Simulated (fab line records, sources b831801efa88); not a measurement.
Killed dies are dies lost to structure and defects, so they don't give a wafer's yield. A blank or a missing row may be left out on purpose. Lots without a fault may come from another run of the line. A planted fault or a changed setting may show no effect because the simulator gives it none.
Chamber matching | flow gf180mcu | GF_V5_CMP_04 on cmp-02: 4 sister chambers
The step polishes SiO2. 4 wafers are shown with their chamber, then 11 later ones without.

WAFERS WITH THEIR CHAMBER
wafer  | chamber | motor_current_A (A)
L262.4 | 1       | 11.4
L269.2 | 2       | 10.2
L269.6 | 0       | 10.4
L274.2 | 3       | 11.3

WAFERS WITHOUT THEIR CHAMBER
wafer  | motor_current_A (A)
L274.4 | 11.5
L274.5 | 10.0
L276.4 | 11.9
L276.5 | 11.5
L276.6 | 10.0
L278.4 | 10.9
L278.5 | 11.1
L278.6 | 10.3
L280.2 | 11.5
L280.3 | 11.3
L280.4 | 10.0

WHICH CHAMBER EACH WENT THROUGH
wafer  | from the rows above               | in truth
L274.4 | can't be placed: 1 or 3           | 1
L274.5 | can't be placed: 2 or 0           | 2
L276.4 | can't be placed: 1 or 3           | 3
L276.5 | can't be placed: 1 or 3           | 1
L276.6 | can't be placed: 2 or 0           | 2
L278.4 | can't be placed: 3 or 0 or 1 or 2 | 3
L278.5 | can't be placed: 3 or 1           | 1
L278.6 | can't be placed: 0 or 2           | 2
L280.2 | can't be placed: 1 or 3           | 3
L280.3 | can't be placed: 3 or 1           | 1
L280.4 | can't be placed: 2 or 0           | 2
Placed correctly: 0 of 11. Can't be placed from these rows: 11 (the true chamber is among the candidates in 11). Placed wrongly: 0.
How it was worked out, from the rows above alone: a wafer's distance from a chamber is the root of the sum, over the readings, of the square of ((its reading less the chamber's mean) divided by the reading's scatter). The wafer belongs to the nearest chamber; if the next one is less than 2 further off, it can't be placed. A chamber's mean is the mean of its shown wafers. The scatter: with one shown wafer a chamber, the root of the mean of the squares of how far each hidden wafer lies from its nearest shown one.
